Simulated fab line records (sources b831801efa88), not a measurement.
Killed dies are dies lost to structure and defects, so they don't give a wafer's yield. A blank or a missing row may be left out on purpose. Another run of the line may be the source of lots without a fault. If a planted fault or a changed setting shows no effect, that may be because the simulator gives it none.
fab line records | flow sfq_line
record: lots: 14 wafers: 42 last_day: 92
route steps=325 shown I0@56 M1@59 M2@98 I2@103
lots untouched by any fault: they come from a run of this same line in which no faults occurred
start_h: hours from the record's opening day to when the first of the lot's shown wafers began | wait_h: hours from the lot's prior step to this one | " identical to the entry in the row above | L1.1+2: a single row standing in for several wafers | - no value present, or no start provided | * or withheld: withheld | < > ~ a bound
route shown NAME@n: a module of which the file shows steps, and the number in the route of the first | usual: mean/standard deviation taken from wafers without a fault | same: alike in all rows | chamber/n: place in a boat | sites: per-site readings | _std_site: the values' standard deviation | _edge_site: inner sites' mean taken away from outer sites' mean | radius_mm: for every site, how far away it sits from the centre of the wafer | mask NAME#n: copy n | behind: the most recent tool/chamber to have shaped the wafer | hold: what put the lot on hold/how long, in hours/how the hold closed | device: transistor that didn't switch, given as n, p or np | end of line: at the end of the route, the tests of the same wafers | for a step that has no rows: nothing shown but its recipe | killed: at the first sort, the dies lost to defects and structure; wafer yield is something else | map: a wafer's dies, x killed, . not, _ none there
set.NAME: the setting as run; set.NAME@STEP: as run at that earlier step | model.NAME: the simulator's own value behind a step, which no gauge read
steps of the route over a sample of lots; a table a step, a row a wafer
services: when a tool's chamber went out of use (start_h, in hours from the record's first day, below 0 if earlier), for how many hours, and the reason
== steps ==
step: SFQ_TRILAYER_I0_VIA_STRIP_STRIP_035
recipe: gas: O2 power_w: 200 platen_temp_c: 40 overash_fraction: 0.65 chemistry: O2 pressure_mtorr: 50
usual: drypump_motor_current_A: 6.0/0.4 oes_product_au: 1.002/0.0094
columns lot.wafer tool chamber start_h wait_h drypump_motor_current_A oes_product_au rf_hours_counter_h
L341.2 rie_metal-02 0 387.44 - 6.2 1.004 93
L341.3 " 1 " " 5.9 1.011 -
L341.5 " 1 " " 5.9 1.006 -
L343.1 rie_metal-04 0 418.89 - 6.4 0.995 68
L343.2 " 1 " " 5.1 1.015 60
L343.5 " 1 " " 5.2 1.013 -
L344.1 rie_metal-02 1 434.49 - 5.8 1.007 42
L344.2 " 0 " " 6.3 0.993 98
L344.6 " 1 " " 5.9 1.008 -
L346.1 rie_metal-04 1 458.42 - 5.1 1.005 64
L346.2 " 0 " " 6.3 1.015 72
L346.3 " 0 " " 6.4 0.997 -
L347.1 rie_metal-01 0 460.82 - 6.0 1.001 25
L347.3 " 1 " " 6.1 0.989 -
L347.4 " 0 " " 5.9 1.008 -
L348.3 rie_metal-02 1 471.06 - 5.9 1.007 -
L348.4 " 0 " " 6.3 1.009 -
L348.5 " 0 " " 6.3 1.006 -
L349.3 rie_metal-02 0 478.26 - 6.3 1.013 -
L349.4 " 1 " " 5.9 1.013 -
L349.5 " 1 " " 5.9 1.005 -
L350.2 rie_metal-01 1 479.26 - 6.1 0.980 151
L350.3 " 0 " " 6.0 0.998 -
L350.6 " 1 " " 6.1 0.975 -
L351.1 rie_metal-04 0 480.46 - 6.4 1.003 74
L351.3 " 0 " " 6.4 0.992 -
L351.4 " 1 " " 5.2 1.005 -
L352.3 rie_metal-02 1 481.86 - 5.9 1.003 -
L352.4 " 0 " " 6.3 0.994 -
L352.6 " 1 " " 5.9 1.006 -
L359.1 rie_metal-04 1 490.06 - 5.1 1.012 68
L359.3 " 0 " " 6.4 0.994 -
L359.6 " 0 " " 6.4 1.004 -
L360.2 rie_metal-01 1 491.26 - 6.1 0.989 153
L360.3 " 0 " " 5.9 1.005 -
L360.4 " 1 " " 6.1 0.987 -
L361.1 rie_metal-02 1 492.46 - 5.9 1.021 51
L361.3 " 1 " " 5.9 1.006 -
L361.4 " 0 " " 6.3 1.016 -
L362.2 rie_metal-01 0 493.66 - 5.9 0.996 29
L362.5 " 0 " " 5.9 1.007 -
L362.6 " 1 " " 6.1 0.994 -
step: SFQ_TRILAYER_M1_DEP_SPUTTER_037
recipe: material: Nb base_pressure_pa: 1.33e-06 chamber_pressure_pa: 0.1333 substrate_temp_c: 20 resputter_cathode_voltage_v: 400 target_thk_nm: 200 power_w: 2000 time_s: 133.3
usual: throttle_valve_pct: 29.8/0.7
columns lot.wafer tool chamber start_h wait_h throttle_valve_pct
L341.2 pvd_sputter-05 - 388.26 0.0 29.4
L341.3 " - " " 28.3
L341.5 " - " " 30.2
L343.1 pvd_sputter-03 - 419.70 0.0 29.7
L343.2 " - " " 29.2
L343.5 " - " " 30.1
L344.1 pvd_sputter-05 - 435.30 0.0 29.2
L344.2 " - " " 28.6
L344.6 " - " " 28.6
L346.1 pvd_sputter-05 - 459.22 0.0 28.6
L346.2 " - " " 30.0
L346.3 " - " " 29.3
L347.1 pvd_sputter-04 - 461.64 0.0 31.0
L347.3 " - " " 29.2
L347.4 " - " " 30.3
L348.3 pvd_sputter-05 - 471.68 0.0 29.3
L348.4 " - " " 28.6
L348.5 " - " " 29.2
L349.3 pvd_sputter-04 - 478.86 0.0 30.4
L349.4 " - " " 31.1
L349.5 " - " " 30.5
L350.2 pvd_sputter-05 - 480.24 0.0 30.3
L350.3 " - " " 28.8
L350.6 " - " " 29.3
L351.1 pvd_sputter-03 - 481.28 0.0 29.9
L351.3 " - " " 29.4
L351.4 " - " " 30.5
L352.3 pvd_sputter-05 - 482.46 0.0 30.2
L352.4 " - " " 29.4
L352.6 " - " " 29.2
L359.1 pvd_sputter-03 - 490.86 0.0 29.2
L359.3 " - " " 30.5
L359.6 " - " " 29.9
L360.2 pvd_sputter-05 - 492.24 0.0 29.7
L360.3 " - " " 28.8
L360.4 " - " " 29.2
L361.1 pvd_sputter-04 - 493.26 0.0 30.6
L361.3 " - " " 30.6
L361.4 " - " " 31.4
L362.2 pvd_sputter-03 - 494.64 0.0 29.9
L362.5 " - " " 29.6
L362.6 " - " " 30.6
step: SFQ_M1_RS_MEAS_909
recipe: thk_meas_gauge: four-point-probe reads: Nb_of_TRILAYER_M1_DEP_SPUTTER_037
usual: M1_NB_RS: 0.889/0.011
columns lot.wafer tool chamber start_h wait_h M1_NB_RS[ohm/sq]
L341.2 film_metro-01 - 388.37 0.1 0.903
L341.3 " - " " 0.893
L341.5 " - " " 0.891
L343.1 film_metro-03 - 419.79 0.0 0.879
L343.2 " - " " 0.885
L343.5 " - " " 0.870
L344.1 film_metro-01 - 435.39 0.0 0.900
L344.2 " - " " 0.898
L344.6 " - " " 0.893
L346.1 film_metro-01 - 459.31 0.0 0.873
L346.2 " - " " 0.874
L346.3 " - " " 0.882
L347.1 film_metro-04 - 461.73 0.0 0.891
L347.3 " - " " 0.885
L347.4 " - " " 0.887
L348.3 film_metro-03 - 471.81 0.1 0.891
L348.4 " - " " 0.892
L348.5 " - " " 0.892
L349.3 film_metro-04 - 478.99 0.1 0.864
L349.4 " - " " 0.877
L349.5 " - " " 0.878
L350.2 film_metro-04 - 480.35 0.1 0.886
L350.3 " - " " 0.898
L350.6 " - " " 0.898
L351.1 film_metro-04 - 481.37 0.0 0.893
L351.3 " - " " 0.898
L351.4 " - " " 0.898
L352.3 film_metro-04 - 482.59 0.1 0.886
L352.4 " - " " 0.900
L352.6 " - " " 0.901
L359.1 film_metro-01 - 490.95 0.0 0.904
L359.3 " - " " 0.743
L359.6 " - " " 0.898
L360.2 film_metro-04 - 492.35 0.1 0.902
L360.3 " - " " 0.881
L360.4 " - " " 0.892
L361.1 film_metro-01 - 493.35 0.0 0.894
L361.3 " - " " 0.905
L361.4 " - " " 0.905
L362.2 film_metro-03 - 494.75 0.1 0.877
L362.5 " - " " 0.880
L362.6 " - " " 0.727
step: SFQ_TRILAYER_M1_ETCH_METAL_ETCH_042
recipe: target: Nb stop_on: SiO2 mask_material: PR chemistry: Cl2/Ar target_depth_nm: 240 icp_w: 600 bias_w: 80 pressure_mtorr: 10 time_s: 120
usual: drypump_motor_current_A: 6.1/0.49 oes_product_au: 0.895/0.0077
columns lot.wafer tool chamber start_h wait_h drypump_motor_current_A oes_product_au rf_hours_counter_h
L341.2 rie_metal-03 0 536.76 0.0 6.6 0.886 83
L341.3 " 1 " " 5.7 0.889 -
L341.5 " 0 " " 6.5 0.889 -
L343.1 rie_metal-03 0 564.49 0.0 6.6 0.907 86
L343.2 " 1 " " 5.8 0.887 79
L343.5 " 0 " " 6.6 0.906 -
L344.1 rie_metal-03 1 577.94 0.0 5.7 0.890 81
L344.2 " 0 " " 6.6 0.886 89
L344.6 " 0 " " 6.6 0.891 -
L346.1 rie_metal-02 0 598.34 0.0 6.3 0.909 122
L346.2 " 1 " " 5.9 0.903 68
L346.3 " 0 " " 6.2 0.895 -
L347.1 rie_metal-02 1 601.94 0.0 5.9 0.886 68
L347.3 " 1 " " 5.9 0.895 -
L347.4 " 0 " " 6.3 0.895 -
L348.3 rie_metal-04 1 608.62 0.1 5.2 0.898 -
L348.4 " 0 " " 6.4 0.885 -
L348.5 " 0 " " 6.4 0.897 -
L349.3 rie_metal-04 0 615.95 0.1 6.4 0.906 -
L349.4 " 1 " " 5.2 0.900 -
L349.5 " 1 " " 5.2 0.903 -
L350.2 rie_metal-03 0 617.11 0.0 6.6 0.897 95
L350.3 " 1 " " 5.7 0.884 -
L350.6 " 0 " " 6.6 0.895 -
L351.1 rie_metal-04 0 618.31 0.0 6.4 0.894 95
L351.3 " 1 " " 5.2 0.887 -
L351.4 " 0 " " 6.4 0.893 -
L352.3 rie_metal-02 0 619.55 0.1 6.2 0.896 -
L352.4 " 1 " " 5.9 0.889 -
L352.6 " 0 " " 6.3 0.891 -
L359.1 rie_metal-02 1 634.03 0.0 5.9 0.887 72
L359.3 " 0 " " 6.3 0.991 -
L359.6 " 0 " " 6.3 0.884 -
L360.2 rie_metal-04 0 635.23 0.0 6.4 0.887 97
L360.3 " 1 " " 5.2 0.905 -
L360.4 " 0 " " 6.4 0.893 -
L361.1 rie_metal-02 0 637.63 0.0 6.3 0.891 128
L361.3 " 1 " " 5.9 0.885 -
L361.4 " 0 " " 6.3 0.887 -
L362.2 rie_metal-03 0 641.33 0.1 6.6 0.895 -
L362.5 " 0 " " 6.6 0.898 -
L362.6 " 0 " " 6.6 0.989 -
step: SFQ_M2_OVL_MEAS_916
usual: M2_OVL: -2/5.6
columns lot.wafer tool chamber start_h wait_h M2_OVL[nm]
L341.2 overlay-02 - 855.82 0.1 -4
L341.3 " - " " -4
L341.5 " - " " -2
L343.1 overlay-01 - 877.41 0.1 3
L343.2 " - " " 0
L343.5 " - " " -3
L344.1 overlay-01 - 891.81 0.1 14
L344.2 " - " " 6
L344.6 " - " " 5
L346.1 overlay-02 - 918.33 0.1 -7
L346.2 " - " " -5
L346.3 " - " " -5
L347.1 overlay-02 - 923.63 0.1 2
L347.3 " - " " 2
L347.4 " - " " 1
L348.3 overlay-02 - 928.45 0.1 -11
L348.4 " - " " -6
L348.5 " - " " -3
L349.3 overlay-02 - 930.85 0.1 -9
L349.4 " - " " -4
L349.5 " - " " -5
L350.2 overlay-01 - 933.24 0.1 3
L350.3 " - " " 2
L350.6 " - " " 8
L351.1 overlay-01 - 934.43 0.1 -7
L351.3 " - " " -4
L351.4 " - " " 0
L352.3 overlay-02 - 935.65 0.1 3
L352.4 " - " " 4
L352.6 " - " " 0
L359.1 overlay-02 - 950.03 0.1 -7
L359.3 " - " " -4
L359.6 " - " " 5
L360.2 overlay-01 - 951.24 0.1 -15
L360.3 " - " " -5
L360.4 " - " " -10
L361.1 overlay-01 - 952.43 0.1 -8
L361.3 " - " " -6
L361.4 " - " " -8
L362.2 overlay-01 - 957.24 0.1 -3
L362.5 " - " " -7
L362.6 " - " " 0
step: SFQ_TRILAYER_I2_DEP_PECVD_063
recipe: material: SiO2 temp_c: 150 time_s: 111.11 pressure_torr: 2.4 rf_w: 183.3 precursor: SiH4/N2O target_thk_nm: 500
usual: chamber_pressure_Torr: 2.400/0.0055 heater_power_w: 86/18 throttle_valve_pct: 24.4/1.5
columns lot.wafer tool chamber start_h wait_h chamber_pressure_Torr heater_power_w throttle_valve_pct
L341.2 pecvd-03 0 856.80 0.0 2.400 111 23.2
L341.3 " 1 " " 2.399 118 24.3
L341.5 " 1 " " 2.399 120 24.2
L343.1 pecvd-01 2 878.40 0.0 2.398 67 26.6
L343.2 " 1 " " 2.407 107 25.5
L343.5 " 2 " " 2.400 54 26.7
L344.1 pecvd-03 2 892.80 0.0 2.388 91 27.2
L344.2 " 0 " " 2.403 104 23.4
L344.6 " 2 " " 2.400 90 27.0
L346.1 pecvd-01 0 919.35 0.0 2.403 107 25.3
L346.2 " 1 " " 2.408 104 25.5
L346.3 " 2 " " 2.394 66 26.5
L347.1 pecvd-03 0 924.63 0.0 2.400 101 23.3
L347.3 " 1 " " 2.405 118 24.5
L347.4 " 1 " " 2.405 120 24.2
L348.3 pecvd-04 2 929.43 0.0 2.398 86 22.9
L348.4 " 2 " " 2.406 70 22.8
L348.5 " 0 " " 2.411 70 23.3
L349.3 pecvd-03 0 931.83 0.0 2.403 103 23.6
L349.4 " 2 " " 2.399 89 27.1
L349.5 " 0 " " 2.405 102 23.6
L350.2 pecvd-04 0 934.40 0.0 2.398 70 23.2
L350.3 " 1 " " 2.389 63 24.2
L350.6 " 1 " " 2.389 63 24.2
L351.1 pecvd-03 0 935.45 0.0 2.401 106 23.6
L351.3 " 2 " " 2.398 85 27.4
L351.4 " 0 " " 2.398 89 23.7
L352.3 pecvd-04 2 936.63 0.0 2.405 84 22.7
L352.4 " 2 " " 2.406 84 22.8
L352.6 " 0 " " 2.394 67 23.0
L359.1 pecvd-03 0 951.20 0.0 2.398 107 23.6
L359.3 " 2 " " 2.405 87 27.3
L359.6 " 0 " " 2.398 107 23.3
L360.2 pecvd-04 0 952.23 0.0 2.399 64 23.2
L360.3 " 1 " " 2.402 63 24.4
L360.4 " 1 " " 2.406 65 24.5
L361.1 pecvd-01 2 953.43 0.0 2.404 65 23.6
L361.3 " 1 " " 2.400 88 23.5
L361.4 " 0 " " 2.395 89 23.0
L362.2 pecvd-03 0 958.23 0.0 2.406 97 23.7
L362.5 " 0 " " 2.399 102 23.4
L362.6 " 1 " " 2.402 119 24.4
== services ==
columns tool chamber start_h hours kind
pvd_sputter-05 - 364.57 6.3 repair
pvd_sputter-05 - 369.30 2.3 repair
pecvd-03 - 431.44 0.8 repair
rie_metal-02 0 472.82 1.9 repair
rie_metal-04 - 494.69 0.6 repair
rie_metal-03 - 503.96 1.4 pm
rie_metal-02 1 523.75 10.2 repair
rie_metal-02 0 567.94 16.1 repair
rie_metal-02 - 578.56 2.8 pm
pvd_sputter-05 - 597.26 3.6 repair
pecvd-03 - 599.22 2.4 repair
rie_metal-03 1 620.79 26.3 repair
rie_metal-02 1 625.76 4.1 repair
rie_metal-04 0 638.15 20.5 repair
rie_metal-04 - 673.22 1.6 repair
pecvd-03 2 712.08 7.9 repair
pvd_sputter-05 - 738.34 2.2 repair
pecvd-03 0 741.30 8.3 repair
pecvd-03 2 820.86 3.3 repair
rie_metal-02 - 856.69 1.8 repair
rie_metal-02 0 857.51 29.8 repair
pvd_sputter-05 - 878.87 7.2 repair
rie_metal-02 0 904.56 2.7 repair
pecvd-03 1 914.11 5.1 repair
== key ==
first_sign: step: SFQ_M1_RS_MEAS_909 reading: M1_NB_RS direction: down sigmas: 14 usual: 0.889 struck: 0.735
effect: step: SFQ_TRILAYER_M1_ETCH_METAL_ETCH_042 reading: oes_product_au direction: up sigmas: 12 usual: 0.895 struck: 0.990
met_at SFQ_TRILAYER_M1_DEP_SPUTTER_037
struck_lots L359,L362
struck_wafers L359.3,L362.6
not_acting_at SFQ_TRILAYER_I0_VIA_STRIP_STRIP_035,SFQ_M2_OVL_MEAS_916,SFQ_TRILAYER_I2_DEP_PECVD_063
onset_between 481.28 490.86
fault: kind: process_parameter_drift tool: pvd_sputter-03 chamber: - onset_h: 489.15 steps: SFQ_TRILAYER_M1_DEP_SPUTTER_037 channel: time_s offset: * shape: step end_h: 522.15 acts_in: * stated: * scope: struck_wafers_only
